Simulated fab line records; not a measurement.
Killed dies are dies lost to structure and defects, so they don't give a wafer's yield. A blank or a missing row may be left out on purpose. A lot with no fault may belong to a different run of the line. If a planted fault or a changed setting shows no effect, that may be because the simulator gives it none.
fab line records	flow sfq-line
record lots=6	wafers=18	last-day=86
route steps=325 shown M0@32 I0@43 M1@58 I1@73 M8@325
lots that met no fault: taken from a fault-free run of the same line
start-h: hours from the record's opening day to when the first of the lot's shown wafers began	wait-h: hours since the lot's step before	" repeats the value in the row above	L1.1+2: several wafers, shown together as one row	- either no value or no given start	* or withheld: withheld	< > ~ a bound
route shown NAME@n: names a module that has steps shown in the file, with the first one's number in the route	usual: mean/standard deviation taken from wafers without a fault	same: alike in all rows	chamber/n: place in a boat	sites: the reading at each site	_std_site: standard deviation of those values	_edge_site: mean of outer sites minus mean of inner sites	radius-mm: for every site, how far away it sits from the centre of the wafer	mask NAME#n: copy n	behind: tool/chamber where the wafer was last shaped	hold: reason for holding the lot/hours on hold/outcome of the hold	device: names the non-switching transistor (n, p or np)	end of line: at the end of the route, the tests of the same wafers	a step with no rows: only its recipe	killed: the dies lost at the first sort to structure and to defects; this is not the yield of the wafer	map: a wafer's dies, marking killed ones x, the rest . and places with no die _
set.NAME: the setting as run; set.NAME@STEP: as run at that earlier step	model.NAME: the simulator's own value behind a step, which no gauge read
lots seen at some steps along the route; tables by step, rows by wafer
services: the hour from which a tool's chamber was out of use, counted from the record's first day as start-h (under 0 if before that day), plus the number of hours and why
## steps
# step SFQ_TRILAYER_M0_LITHO_COAT_026
# recipe resist=BARC	spin-rpm=3000	resist-thk-nm=62
# step SFQ_TRILAYER_M0_LITHO_COAT_021
# recipe resist=KrF	spin-rpm=3000	resist-thk-nm=600
# step SFQ_TRILAYER_M0_LITHO_SOFTBAKE_025
# recipe temp-c=withheld	time-s=withheld	resist=KrF
# step SFQ_TRILAYER_M0_LITHO_EXPOSE_022
# recipe mask-id=M0	na=0.6	source-shape=conventional	sigma-outer=0.65	target-cd-nm=500	dose-mj=14.4
# step SFQ_TRILAYER_M0_LITHO_PEB_024
# recipe peb-temp-c=115	peb-time-s=60	resist=KrF
# step SFQ_TRILAYER_M0_LITHO_DEVELOP_023
# recipe time-s=60	resist=KrF
# step SFQ_M0_OVL_MEAS_906
# usual M0_OVL=-1/4.3
lot.wafer	tool	chamber	start-h	wait-h	M0_OVL[nm]
L412.2	overlay-01	-	180.46	0.1	0
L412.5	"	-	"	"	-3
L412.6	"	-	"	"	1
L413.1	overlay-01	-	181.66	0.1	5
L413.3	"	-	"	"	6
L413.5	"	-	"	"	1
L421.1	overlay-02	-	338.80	0.1	6
L421.2	"	-	"	"	1
L421.6	"	-	"	"	4
L423.2	overlay-02	-	352.01	0.1	1
L423.3	"	-	"	"	-1
L423.5	"	-	"	"	0
L430.2	overlay-02	-	407.08	0.1	-2
L430.3	"	-	"	"	5
L430.6	"	-	"	"	-6
L431.1	overlay-01	-	427.89	0.1	6
L431.5	"	-	"	"	5
L431.6	"	-	"	"	0
# step SFQ_TRILAYER_M0_BARC_OPEN_METAL_ETCH_031
# recipe mask-material=PR	chemistry=O2	target-depth-nm=125	target=BARC	icp-w=600	bias-w=80	pressure-mtorr=10	time-s=41.7
# step SFQ_TRILAYER_M0_ETCH_METAL_ETCH_024
# recipe target=Nb	stop-on=SiO2	mask-material=PR	chemistry=Cl2/Ar	target-depth-nm=240	icp-w=600	bias-w=80	pressure-mtorr=10	time-s=120
# usual drypump-motor-current-A=5.92/0.24	oes-product-au=0.893/0.0067
lot.wafer	tool	chamber	start-h	wait-h	drypump-motor-current-A	oes-product-au	rf-hours-counter-h
L412.2	rie-metal-01	0	180.55	0.0	6.11	0.895	150
L412.5	"	0	"	"	6.10	0.892	-
L412.6	"	1	"	"	6.29	0.891	-
L413.1	rie-metal-02	0	181.75	0.0	5.65	0.904	29
L413.3	"	1	"	"	5.75	0.896	-
L413.5	"	0	"	"	5.63	0.892	-
L421.1	rie-metal-02	0	338.90	0.0	5.61	0.899	52
L421.2	"	1	"	"	5.76	0.889	141
L421.6	"	0	"	"	5.64	0.888	-
L423.2	rie-metal-01	1	352.10	0.0	6.31	0.893	36
L423.3	"	0	"	"	6.08	0.891	-
L423.5	"	1	"	"	6.30	0.895	-
L430.2	rie-metal-02	1	407.17	0.0	5.72	0.887	151
L430.3	"	0	"	"	5.64	0.905	-
L430.6	"	0	"	"	5.65	0.880	-
L431.1	rie-metal-02	0	427.99	0.0	5.61	0.889	65
L431.5	"	1	"	"	5.73	0.894	-
L431.6	"	0	"	"	5.62	0.886	-
# step SFQ_TRILAYER_M0_STRIP_STRIP_025
# recipe gas=O2	power-w=200	platen-temp-c=40	overash-fraction=0.65	chemistry=O2	pressure-mtorr=50
# step SFQ_TRILAYER_M0_STRIP_SOLV_CLEAN_026
# recipe chemistry=NMP	temp-c=70	time-s=600
# step SFQ_TRILAYER_I0_DEP_PECVD_027
# recipe material=SiO2	temp-c=150	time-s=111.11	pressure-torr=2.4	rf-w=183.3	precursor=SiH4/N2O	target-thk-nm=500
# usual heater-power-w=90/13	susceptor-temp-C=149.98/0.14	throttle-valve-pct=25.4/1.3
lot.wafer	tool	chamber	start-h	wait-h	heater-power-w	susceptor-temp-C	throttle-valve-pct
L412.2	pecvd-03	0	181.45	0.0	82	149.98	25.7
L412.5	"	1	"	"	123	150.10	26.2
L412.6	"	2	"	"	112	150.16	28.8
L413.1	pecvd-02	0	182.65	0.0	83	149.92	26.0
L413.3	"	2	"	"	103	149.98	24.5
L413.5	"	0	"	"	88	150.00	26.0
L421.1	pecvd-02	0	339.97	0.0	94	149.96	26.5
L421.2	"	1	"	"	81	149.87	24.9
L421.6	"	0	"	"	96	150.11	26.6
L423.2	pecvd-02	2	353.00	0.0	91	149.87	25.3
L423.3	"	0	"	"	80	149.95	26.6
L423.5	"	2	"	"	95	150.00	25.4
L430.2	pecvd-02	1	408.08	0.0	87	150.03	25.0
L430.3	"	2	"	"	83	150.01	25.6
L430.6	"	1	"	"	90	150.05	25.1
L431.1	pecvd-04	2	428.89	0.0	74	150.09	24.2
L431.5	"	0	"	"	82	149.79	22.8
L431.6	"	2	"	"	60	149.93	24.1
# step SFQ_TRILAYER_I0_CMP_CMP_028
# recipe material=SiO2	down-force-psi=3	platen-rpm=60	pad-velocity-m-s=0.94248
# usual motor-current-A=10.0/1.4	slurry-filter-dp-kPa=13.49/0.13	slurry-flow-ml-min=150.1/0.48	time-to-endpoint-s=218/8
lot.wafer	tool	chamber	start-h	wait-h	motor-current-A	slurry-filter-dp-kPa	slurry-flow-ml-min	time-to-endpoint-s	model.SiO2_of_TRILAYER_I0_DEP_PECVD_027.thk-nm
L412.2	cmp-01	2	182.53	1.0	8.4	13.51	150.2	216	200.1
L412.5	"	0	183.53	2.0	8.5	13.41	150.8	226	199.1
L412.6	"	1	"	"	10.5	13.66	149.8	216	200
L413.3	cmp-02	0	182.73	0.0	10.4	13.49	150.9	205	201.5
L413.1	"	2	183.73	1.0	9.1	13.43	150.1	216	201.9
L413.5	"	0	184.73	2.0	10.5	13.43	151.0	224	201.7
L421.1	cmp-02	1	340.56	0.6	11.8	13.45	150.0	214	199.6
L421.2	"	2	"	"	8.7	13.46	150.1	209	201.3
L421.6	"	0	342.06	2.0	10.3	13.46	150.1	250	150.5
L423.2	cmp-02	0	353.67	0.6	10.1	13.58	149.0	242	148.9
L423.3	"	3	355.17	2.1	9.1	13.55	149.6	217	199.8
L423.5	"	1	356.17	3.1	12.3	13.54	150.7	224	199.8
L430.3	cmp-01	3	409.76	1.6	12.3	13.42	150.4	213	200.6
L430.2	"	0	"	"	8.3	13.35	149.7	208	199.4
L430.6	"	1	"	"	10.0	13.24	150.1	212	200.1
L431.1	cmp-02	2	432.05	3.1	8.8	13.37	149.8	210	200.8
L431.6	"	0	433.05	4.1	10.6	13.28	149.4	216	201.8
L431.5	"	1	"	"	11.3	13.68	150.6	225	201.4
# step SFQ_I0_BOW_MEAS_907
# recipe mode=bow
# usual I0_BOW=0/6.9
lot.wafer	tool	chamber	start-h	wait-h	I0_BOW[um]
L412.2	film-metro-03	-	184.55	1.5	-6
L412.5	"	-	"	"	1
L412.6	"	-	"	"	-2
L413.1	film-metro-01	-	185.73	1.5	-3
L413.3	"	-	"	"	-20
L413.5	"	-	"	"	11
L421.1	film-metro-01	-	343.06	2.0	-13
L421.2	"	-	"	"	5
L421.6	"	-	"	"	17
L423.2	film-metro-03	-	356.69	2.5	5
L423.3	"	-	"	"	-1
L423.5	"	-	"	"	3
L430.2	film-metro-03	-	411.78	1.0	9
L430.3	"	-	"	"	-2
L430.6	"	-	"	"	-2
L431.1	film-metro-04	-	434.05	1.5	1
L431.5	"	-	"	"	-7
L431.6	"	-	"	"	-7
# step SFQ_TRILAYER_I0_METRO_MEASURE_029
# usual thk-nm=200.8/0.99
lot.wafer	tool	chamber	start-h	wait-h	thk-nm
L412.2	film-metro-03	-	184.85	0.3	200.2
L412.5	"	-	"	"	199.0
L412.6	"	-	"	"	200.0
L413.1	film-metro-01	-	185.85	0.1	201.7
L413.3	"	-	"	"	201.5
L413.5	"	-	"	"	201.6
L421.1	film-metro-01	-	343.18	0.1	199.6
L421.2	"	-	"	"	201.3
L421.6	"	-	"	"	150.5
L423.2	film-metro-03	-	356.99	0.3	149.0
L423.3	"	-	"	"	199.7
L423.5	"	-	"	"	199.7
L430.2	film-metro-03	-	412.08	0.3	199.4
L430.3	"	-	"	"	200.6
L430.6	"	-	"	"	200.2
L431.1	film-metro-04	-	434.17	0.1	200.9
L431.5	"	-	"	"	201.3
L431.6	"	-	"	"	201.7
# step SFQ_TRILAYER_I0_VIA_LITHO_COAT_036
# recipe resist=BARC	spin-rpm=3000	resist-thk-nm=62
# step SFQ_TRILAYER_I0_VIA_LITHO_COAT_031
# recipe resist=KrF	spin-rpm=3000	resist-thk-nm=650
# step SFQ_TRILAYER_I0_VIA_LITHO_SOFTBAKE_035
# recipe temp-c=withheld	time-s=withheld	resist=KrF
# step SFQ_TRILAYER_I0_VIA_LITHO_EXPOSE_032
# recipe mask-id=I0	na=0.6	source-shape=conventional	sigma-outer=0.65	target-cd-nm=500	dose-mj=21.3
# step SFQ_TRILAYER_I0_VIA_LITHO_PEB_034
# recipe peb-temp-c=115	peb-time-s=60	resist=KrF
# step SFQ_TRILAYER_I0_VIA_LITHO_DEVELOP_033
# recipe time-s=60	resist=KrF
# step SFQ_I0_OVL_MEAS_908
# usual I0_OVL=-1/5
lot.wafer	tool	chamber	start-h	wait-h	I0_OVL[nm]
L412.2	overlay-02	-	284.00	0.1	-13
L412.5	"	-	"	"	-11
L412.6	"	-	"	"	-9
L413.1	overlay-01	-	285.03	0.1	1
L413.3	"	-	"	"	3
L413.5	"	-	"	"	5
L421.1	overlay-01	-	347.33	0.1	1
L421.2	"	-	"	"	0
L421.6	"	-	"	"	-7
L423.2	overlay-01	-	360.25	0.1	3
L423.3	"	-	"	"	1
L423.5	"	-	"	"	4
L430.2	overlay-01	-	571.80	0.1	-6
L430.3	"	-	"	"	-2
L430.6	"	-	"	"	-8
L431.1	overlay-01	-	594.59	0.1	0
L431.5	"	-	"	"	3
L431.6	"	-	"	"	6
# step SFQ_TRILAYER_I0_VIA_BARC_OPEN_VIA_ETCH_046
# recipe mask-material=PR	chemistry=O2	target-depth-nm=125	target=BARC	source-w=500	bias-w=80	pressure-mtorr=30	time-s=41.7
# usual drypump-motor-current-A=5.6/0.32	oes-product-au=0.684/0.0052
lot.wafer	tool	chamber	start-h	wait-h	drypump-motor-current-A	oes-product-au	rf-hours-counter-h
L412.2	rie-diel-04	1	284.03	0.0	6.0	0.682	1
L412.5	"	3	"	"	5.4	0.693	-
L412.6	"	0	"	"	5.3	0.687	-
L413.1	rie-diel-01	1	285.07	0.0	5.9	0.684	6
L413.3	"	3	"	"	5.2	0.680	1
L413.5	"	0	"	"	5.8	0.691	-
L421.1	rie-diel-01	1	347.36	0.0	5.8	0.686	7
L421.2	"	0	"	"	5.8	0.684	48
L421.6	"	3	"	"	5.2	0.690	-
L423.2	rie-diel-04	0	360.28	0.0	5.3	0.686	0
L423.3	"	1	"	"	6.0	0.687	2
L423.5	"	3	"	"	5.4	0.681	-
L430.2	rie-diel-04	3	571.83	0.0	5.4	0.684	5
L430.3	"	1	"	"	6.0	0.679	5
L430.6	"	0	"	"	5.3	0.687	-
L431.1	rie-diel-01	3	594.63	0.0	5.2	0.675	6
L431.5	"	2	"	"	6.0	0.686	-
L431.6	"	3	"	"	5.2	0.682	-
# step SFQ_TRILAYER_I0_VIA_ETCH_VIA_ETCH_034
# recipe target=SiO2	stop-on=Nb	mask-material=PR	taper-deg=20	chemistry=CHF3	target-depth-nm=260	source-w=500	bias-w=80	pressure-mtorr=30	time-s=withheld
# usual drypump-motor-current-A=5.6/0.32	oes-product-au=0.857/0.0053
lot.wafer	tool	chamber	start-h	wait-h	drypump-motor-current-A	oes-product-au	model.etch.depth-nm	model.I0.feature-depth-nm
L412.2	rie-diel-04	1	284.07	0.0	6.0	0.850	200.1	200.1
L412.5	"	3	"	"	5.4	0.854	199.1	199.1
L412.6	"	0	"	"	5.3	0.853	200	200
L413.1	rie-diel-01	1	285.11	0.0	5.8	0.862	201.9	201.9
L413.3	"	3	"	"	5.2	0.861	201.5	201.5
L413.5	"	0	"	"	5.8	0.857	201.7	201.7
L421.1	rie-diel-01	1	347.40	0.0	5.8	0.856	199.6	199.6
L421.2	"	0	"	"	5.8	0.857	201.3	201.3
L421.6	"	3	"	"	5.2	0.748	150.5	150.5
L423.2	rie-diel-04	0	360.32	0.0	5.3	0.739	148.9	148.9
L423.3	"	1	"	"	6.0	0.856	199.8	199.8
L423.5	"	3	"	"	5.4	0.862	199.8	199.8
L430.2	rie-diel-04	3	571.87	0.0	5.4	0.844	199.4	199.4
L430.3	"	1	"	"	6.0	0.855	200.6	200.6
L430.6	"	0	"	"	5.3	0.862	200.1	200.1
L431.1	rie-diel-01	3	594.67	0.0	5.2	0.852	200.8	200.8
L431.5	"	2	"	"	6.0	0.857	201.4	201.4
L431.6	"	3	"	"	5.2	0.868	201.8	201.8
# step SFQ_TRILAYER_I0_VIA_STRIP_STRIP_035
# recipe gas=O2	power-w=200	platen-temp-c=40	overash-fraction=0.65	chemistry=O2	pressure-mtorr=50
# step SFQ_TRILAYER_I0_VIA_STRIP_SOLV_CLEAN_036
# recipe chemistry=NMP	temp-c=70	time-s=600
# step SFQ_TRILAYER_M1_DEP_PRE_CLEAN_038
# recipe gas=Ar	time-s=22.5	bias-v=250
lot.wafer	tool	chamber	start-h	wait-h	model.SiO2_of_TRILAYER_I0_DEP_PECVD_027.thk-nm
L412.2	pvd-sputter-04	-	284.96	0.0	192.6
L412.5	"	-	"	"	191.6
L412.6	"	-	"	"	192.5
L413.1	pvd-sputter-03	-	286.59	0.0	194.4
L413.3	"	-	"	"	194
L413.5	"	-	"	"	194.2
L421.1	pvd-sputter-03	-	348.46	0.0	192.1
L421.2	"	-	"	"	193.8
L421.6	"	-	"	"	143
L423.2	pvd-sputter-03	-	361.21	0.0	141.4
L423.3+5	"	-	"	"	192.3
L430.2	pvd-sputter-03	-	572.76	0.0	191.9
L430.3	"	-	"	"	193.1
L430.6	"	-	"	"	192.6
L431.1	pvd-sputter-04	-	595.73	0.0	193.3
L431.5	"	-	"	"	193.9
L431.6	"	-	"	"	194.3
# step SFQ_TRILAYER_M1_DEP_SPUTTER_037
# recipe material=Nb	base-pressure-pa=1.33e-06	chamber-pressure-pa=0.1333	substrate-temp-c=20	resputter-cathode-voltage-v=400	target-thk-nm=200	power-w=2000	time-s=133.3
# usual throttle-valve-pct=30.1/1.3
lot.wafer	tool	chamber	start-h	wait-h	throttle-valve-pct
L412.2	pvd-sputter-04	-	284.99	0.0	32.6
L412.5	"	-	"	"	32.5
L412.6	"	-	"	"	29.6
L413.1	pvd-sputter-03	-	286.62	0.0	30.0
L413.3	"	-	"	"	28.7
L413.5	"	-	"	"	28.3
L421.1	pvd-sputter-03	-	348.49	0.0	28.5
L421.2	"	-	"	"	30.0
L421.6	"	-	"	"	29.2
L423.2	pvd-sputter-03	-	361.24	0.0	29.4
L423.3	"	-	"	"	28.7
L423.5	"	-	"	"	29.9
L430.2	pvd-sputter-03	-	572.79	0.0	28.8
L430.3	"	-	"	"	28.4
L430.6	"	-	"	"	28.8
L431.1	pvd-sputter-04	-	595.76	0.0	32.1
L431.5	"	-	"	"	32.2
L431.6	"	-	"	"	29.0
# step SFQ_M1_RS_MEAS_909
# recipe thk-meas-gauge=four-point-probe	reads=Nb_of_TRILAYER_M1_DEP_SPUTTER_037
# usual M1_NB_RS=0.883/0.013
lot.wafer	tool	chamber	start-h	wait-h	M1_NB_RS[ohm/sq]
L412.2	film-metro-04	-	285.10	0.1	0.869
L412.5	"	-	"	"	0.871
L412.6	"	-	"	"	0.871
L413.1	film-metro-04	-	286.71	0.0	0.869
L413.3	"	-	"	"	0.870
L413.5	"	-	"	"	0.866
L421.1	film-metro-02	-	348.58	0.0	0.872
L421.2	"	-	"	"	0.873
L421.6	"	-	"	"	0.886
L423.2	film-metro-02	-	361.35	0.1	0.877
L423.3	"	-	"	"	0.875
L423.5	"	-	"	"	0.872
L430.2	film-metro-04	-	572.90	0.1	0.876
L430.3	"	-	"	"	0.876
L430.6	"	-	"	"	0.870
L431.1	film-metro-04	-	595.85	0.0	0.890
L431.5	"	-	"	"	0.887
L431.6	"	-	"	"	0.907
# step SFQ_TRILAYER_M1_LITHO_COAT_044
# recipe resist=BARC	spin-rpm=3000	resist-thk-nm=62
# step SFQ_TRILAYER_M1_LITHO_COAT_039
# recipe resist=KrF	spin-rpm=3000	resist-thk-nm=600
# step SFQ_TRILAYER_M1_LITHO_SOFTBAKE_043
# recipe temp-c=withheld	time-s=withheld	resist=KrF
# step SFQ_TRILAYER_M1_LITHO_EXPOSE_040
# recipe mask-id=M1	na=0.6	source-shape=conventional	sigma-outer=0.65	target-cd-nm=500	dose-mj=14.4
# step SFQ_TRILAYER_M1_LITHO_PEB_042
# recipe peb-temp-c=115	peb-time-s=60	resist=KrF
# step SFQ_TRILAYER_M1_LITHO_DEVELOP_041
# recipe time-s=60	resist=KrF
# step SFQ_M1_OVL_MEAS_911
# usual M1_OVL=-1/5.9
lot.wafer	tool	chamber	start-h	wait-h	M1_OVL[nm]
L412.2	overlay-01	-	411.88	0.1	-3
L412.5	"	-	"	"	2
L412.6	"	-	"	"	-1
L413.1	overlay-01	-	414.27	0.1	-5
L413.3	"	-	"	"	-2
L413.5	"	-	"	"	-10
L421.1	overlay-02	-	503.62	0.1	10
L421.2	"	-	"	"	-3
L421.6	"	-	"	"	0
L423.2	overlay-02	-	518.02	0.1	0
L423.3	"	-	"	"	-8
L423.5	"	-	"	"	-10
L430.2	overlay-02	-	729.54	0.1	-14
L430.3	"	-	"	"	-6
L430.6	"	-	"	"	-16
L431.1	overlay-01	-	748.73	0.1	-1
L431.5	"	-	"	"	-1
L431.6	"	-	"	"	-2
# step SFQ_TRILAYER_M1_BARC_OPEN_METAL_ETCH_054
# recipe mask-material=PR	chemistry=O2	target-depth-nm=125	target=BARC	icp-w=600	bias-w=80	pressure-mtorr=10	time-s=41.7
# usual drypump-motor-current-A=5.7/0.33	oes-product-au=0.686/0.0049
lot.wafer	tool	chamber	start-h	wait-h	drypump-motor-current-A	oes-product-au	rf-hours-counter-h
L412.2	rie-metal-03	1	411.93	0.0	5.9	0.685	-
L412.5	"	1	"	"	5.9	0.697	-
L412.6	"	1	"	"	5.9	0.681	-
L413.1	rie-metal-02	1	414.31	0.0	5.8	0.683	152
L413.3	"	0	"	"	5.6	0.687	-
L413.5	"	0	"	"	5.6	0.682	-
L421.1	rie-metal-04	1	503.65	0.0	5.8	0.684	77
L421.2	"	0	"	"	5.0	0.691	140
L421.6	"	0	"	"	5.0	0.685	-
L423.2	rie-metal-04	0	518.07	0.0	5.0	0.691	-
L423.3	"	0	"	"	5.0	0.693	-
L423.5	"	0	"	"	5.0	0.683	-
L430.2	rie-metal-03	1	729.57	0.0	5.9	0.690	110
L430.3	"	0	"	"	5.9	0.684	-
L430.6	"	0	"	"	6.0	0.690	-
L431.1	rie-metal-02	1	748.77	0.0	5.8	0.684	26
L431.5	"	0	"	"	5.7	0.687	-
L431.6	"	1	"	"	5.7	0.686	-
# step SFQ_TRILAYER_M1_ETCH_METAL_ETCH_042
# recipe target=Nb	stop-on=SiO2	mask-material=PR	chemistry=Cl2/Ar	target-depth-nm=240	icp-w=600	bias-w=80	pressure-mtorr=10	time-s=120
# step SFQ_TRILAYER_M1_STRIP_STRIP_043
# recipe gas=O2	power-w=200	platen-temp-c=40	overash-fraction=0.65	chemistry=O2	pressure-mtorr=50
# step SFQ_TRILAYER_M1_STRIP_SOLV_CLEAN_044
# recipe chemistry=NMP	temp-c=70	time-s=600
# step SFQ_TRILAYER_I1_DEP_PECVD_045
# recipe material=SiO2	temp-c=150	time-s=111.11	pressure-torr=2.4	rf-w=183.3	precursor=SiH4/N2O	target-thk-nm=500
# step SFQ_M8_BOW_MEAS_951
# recipe mode=bow
# usual M8_BOW=4/13
lot.wafer	tool	chamber	start-h	wait-h	M8_BOW[um]	model.etest.i0.link-ohm
L412.2	film-metro-01	-	1791.23	0.0	12	1.946
L412.5	"	-	"	"	18	1.949
L412.6	"	-	"	"	17	1.945
L413.1	film-metro-01	-	1792.59	0.0	11	1.936
L413.3	"	-	"	"	-6	1.952
L413.5	"	-	"	"	25	1.947
L421.1	film-metro-03	-	2016.64	0.0	-13	1.947
L421.2	"	-	"	"	5	1.956
L421.6	"	-	"	"	16	1.911
L423.2	film-metro-04	-	2025.87	0.0	5	1.916
L423.3	"	-	"	"	0	1.967
L423.5	"	-	"	"	4	1.964
L430.2	film-metro-04	-	2054.51	0.0	24	1.961
L430.3	"	-	"	"	15	1.957
L430.6	"	-	"	"	14	1.959
L431.1	film-metro-03	-	2067.64	0.0	3	1.97
L431.5	"	-	"	"	-6	1.957
L431.6	"	-	"	"	-6	2.003
## services
tool	chamber	start-h	hours	kind
rie-diel-01	2	167.05	15.1	repair
rie-metal-02	0	175.34	5.9	repair
rie-diel-04	1	181.61	4.5	repair
pvd-sputter-03	-	189.50	1.3	repair
rie-diel-04	1	194.41	12.3	repair
rie-metal-02	0	255.51	19.2	repair
rie-diel-01	-	278.69	0.9	repair
rie-diel-04	-	287.86	0.7	repair
rie-diel-01	3	333.26	5.6	repair
pvd-sputter-03	-	337.84	1.9	repair
pvd-sputter-03	-	341.36	2.7	repair
rie-diel-01	-	429.92	8.5	repair
rie-diel-01	0	471.12	86.8	repair
pvd-sputter-03	-	483.61	4.7	repair
rie-diel-04	1	492.02	1.6	repair
rie-diel-04	2	502.10	4.7	repair
rie-diel-04	1	510.18	20.9	repair
rie-metal-02	-	510.72	4.3	pm
pvd-sputter-03	-	513.09	23.7	repair
rie-diel-04	-	575.71	0.6	repair
pvd-sputter-03	-	606.40	2.3	repair
rie-diel-01	2	613.79	11.0	repair
pvd-sputter-03	-	678.75	1.1	repair
pvd-sputter-03	-	735.32	3.1	repair
## key
first-sign step=SFQ_TRILAYER_I0_CMP_CMP_028	reading=time-to-endpoint-s	direction=up	sigmas=3.5	usual=*	struck=*
effect step=SFQ_TRILAYER_I0_METRO_MEASURE_029	reading=thk-nm	direction=down	sigmas=52	usual=200.8	struck=149.8
effect step=SFQ_TRILAYER_I0_VIA_ETCH_VIA_ETCH_034	reading=oes-product-au	direction=down	sigmas=22	usual=0.857	struck=0.744
model-effect step=SFQ_TRILAYER_I0_CMP_CMP_028	value=SiO2_of_TRILAYER_I0_DEP_PECVD_027.thk-nm	without=199.7	struck=149.7
model-effect step=SFQ_TRILAYER_I0_VIA_ETCH_VIA_ETCH_034	value=etch.depth-nm	without=199.7	struck=149.7
model-effect step=SFQ_TRILAYER_M1_DEP_PRE_CLEAN_038	value=SiO2_of_TRILAYER_I0_DEP_PECVD_027.thk-nm	without=192.2	struck=142.2
model-effect step=SFQ_M8_BOW_MEAS_951	value=etest.i0.link-ohm	without=1.96	struck=1.913
met-at SFQ_TRILAYER_I0_CMP_CMP_028
struck-wafers L421.6,L423.2
onset-between 182.73 340.56
fault kind=process-parameter-drift	tool=cmp-02	chamber=0	onset-h=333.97	steps=SFQ_TRILAYER_I0_CMP_CMP_028	channel=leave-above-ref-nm	offset=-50	shape=step	end-h=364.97	acts-in=these-recipes-only	stated=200
